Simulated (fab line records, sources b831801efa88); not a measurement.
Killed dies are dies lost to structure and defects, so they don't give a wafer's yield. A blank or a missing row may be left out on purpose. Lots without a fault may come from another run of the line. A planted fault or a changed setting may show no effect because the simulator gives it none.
A struck lot beside a sound one | flow sky130 | 17 steps out of a route of 708
Sound: wafers L756.1, L756.2, L756.3. Struck: wafers L763.2, L763.4, L763.5. The cause comes at the end.
At each step with rows: each side's tool, then ch and its chambers, then its first start. Under that, the readings that differ: sound wafers | struck wafers | difference of the means | sigmas: that difference in standard deviations of wafers without a fault.
alike: readings whose means differ by less than 2 such deviations, and words and numbers that are the same on both sides. not compared: withheld readings, readings that some wafer has no value for, bounds like >300 that may hide the same value, and numbers for which the record gives no deviation and whose values overlap.
The two part at a step that has a row with sigmas, a row that says differs or no value, or rows on one side only. Numbers that don't overlap but have no deviation are shown without sigmas and don't part them. A reading that every wafer of one side lacks parts them only if that side has two wafers or more.

first, 1 step without rows for these wafers: SKY_VT_ADJUST_LVTN_IMPLANT_19.
SKY_VT_ADJUST_LVTN_STRIP_20: strips in O2/N2.
  sound on plasma_asher-01 ch 0,1, day 8 00:19; struck on plasma_asher-01 ch 0,1, day 10 00:52
  alike: chamber_pressure_mTorr, drypump_motor_current_A, n2_flow_sccm, o2_flow_sccm, oes_product_au, strip_time_to_endpoint_s
  not compared: rf_hours_counter_h
SKY_VT_ADJUST_LVTN_TW_MEAS_21:
  sound on film_metro-02, day 8 00:25; struck on film_metro-04, day 10 00:58
  reading             | sound             | struck            | difference | sigmas
  VT_ADJUST_LVTN_2_TW | 183.7 185.1 185.0 | 189.1 189.0 188.9 | +4.4       | +2
then, 7 steps without rows for these wafers: SKY_VT_ADJUST_NCORE_DEHYDRATE_00 (time 60 s); SKY_VT_ADJUST_NCORE_HMDS_01 (prime time 60 s); SKY_VT_ADJUST_NCORE_COAT_02 (resist thk 1140 nm); SKY_VT_ADJUST_NCORE_SOFTBAKE_03 (time 60 s); SKY_VT_ADJUST_NCORE_EXPOSE_04 (exposes mask LVTN COMPLEMENT THIN, target cd 380 nm); SKY_VT_ADJUST_NCORE_PEB_05; SKY_VT_ADJUST_NCORE_DEVELOP_06 (develop time 60 s).
SKY_VT_ADJUST_NCORE_CD_MEAS_07: target cd 380 nm.
  sound on cd_sem-01, day 8 21:38; struck on cd_sem-02, day 10 23:44
  alike: cd_nm
SKY_VT_ADJUST_NCORE_OVL_MEAS_08:
  sound on overlay-02, day 8 21:45; struck on overlay-01, day 10 23:51
  alike: VT_ADJUST_NCORE_OVL
SKY_VT_ADJUST_NCORE_IMPLANT_09:
  sound on implanter-01 ch 0, day 8 21:47; struck on implanter-01 ch 0, day 10 23:54
  reading                   | sound             | struck            | difference | sigmas
  implant_ion_amu           | 11 11 11          | 49 49 49          | +38        |
  model.implant.rp_nm (nm)  | 32.3 32.3 32.3    | 10.14 10.14 10.14 | -22.16     |
  model.implant.drp_nm (nm) | 17.11 17.11 17.11 | 6.005 6.005 6.005 | -11.105    |
  alike: faraday_current_uA
SKY_VT_ADJUST_NCORE_STRIP_10: strips in O2/N2.
  sound on plasma_asher-01 ch 0,1, day 8 21:56; struck on plasma_asher-02 ch 0,1, day 11 00:02
  alike: chamber_pressure_mTorr, drypump_motor_current_A, n2_flow_sccm, o2_flow_sccm, oes_product_au, strip_time_to_endpoint_s
  not compared: rf_hours_counter_h
SKY_VT_ADJUST_NCORE_TW_MEAS_11:
  sound on film_metro-01, day 8 22:02; struck on film_metro-02, day 11 00:08
  reading            | sound             | struck            | difference | sigmas
  VT_ADJUST_NCORE_TW | 218.2 217.4 217.8 | 313.8 311.1 315.2 | +95.6      | +50
then, 1 step without rows for these wafers: SKY_VT_ADJUST_HVTR_DEHYDRATE_00 (time 60 s).
-- the record jumps here: 37 days lie between the struck wafers' starts before and after (it left off in module VT_ADJUST_HVTR and takes up again in module PAD_OPEN, whose first step shown is number 708 of the route) --
SKY_PAD_OPEN_PROBE_99:
  sound on prober-02, day 46 01:42; struck on prober-01, day 47 16:20
  reading                                    | sound                         | struck                        | difference | sigmas
  killed_at_other                            | 0 0 0                         | 0 3 1                         | +1         | +2
  model.etest.nfet_16v.r_on_ohm_um           | 1.393e+04 1.388e+04 1.393e+04 | 1.234e+04 1.23e+04 1.222e+04  | -1.627e+03 |
  model.etest.pfet_16v.r_on_ohm_um           | 1.604e+04 1.61e+04 1.568e+04  | 1.711e+04 1.736e+04 1.724e+04 | +1.297e+03 |
  model.etest.pfet_g5v0d10v5.r_on_ohm_um     | 4772 4794 4853                | 5438 5514 5514                | +682       |
  model.etest.tip_p.rs_ohm_sq                | 6848 6860 6806                | 7233 7212 7214                | +382       |
  model.etest.res_pwell_under_gate.rs_ohm_sq | 2318 2320 2317                | 2453 2477 2455                | +143       |
  model.etest.pfet_01v8.r_on_ohm_um          | 2859 2886 2909                | 3026 3092 3108                | +191       |
  model.etest.nfet_g5v0d10v5.r_on_ohm_um     | 1895 1896 1922                | 1771 1766 1764                | -137       |
  model.etest.tip_p_5v.rs_ohm_sq             | 2886 2887 2894                | 3002 3010 3015                | +120       |
  alike: killed_at_M0_to_M3, killed_at_M4_up, killed_at_contacts, killed_at_front_end, killed_dies, killed_on_rim, killed_open, killed_short

WHERE THEY PART
First at SKY_VT_ADJUST_LVTN_TW_MEAS_21; last, within this record, at SKY_PAD_OPEN_PROBE_99.

WHY: what the simulator had put in
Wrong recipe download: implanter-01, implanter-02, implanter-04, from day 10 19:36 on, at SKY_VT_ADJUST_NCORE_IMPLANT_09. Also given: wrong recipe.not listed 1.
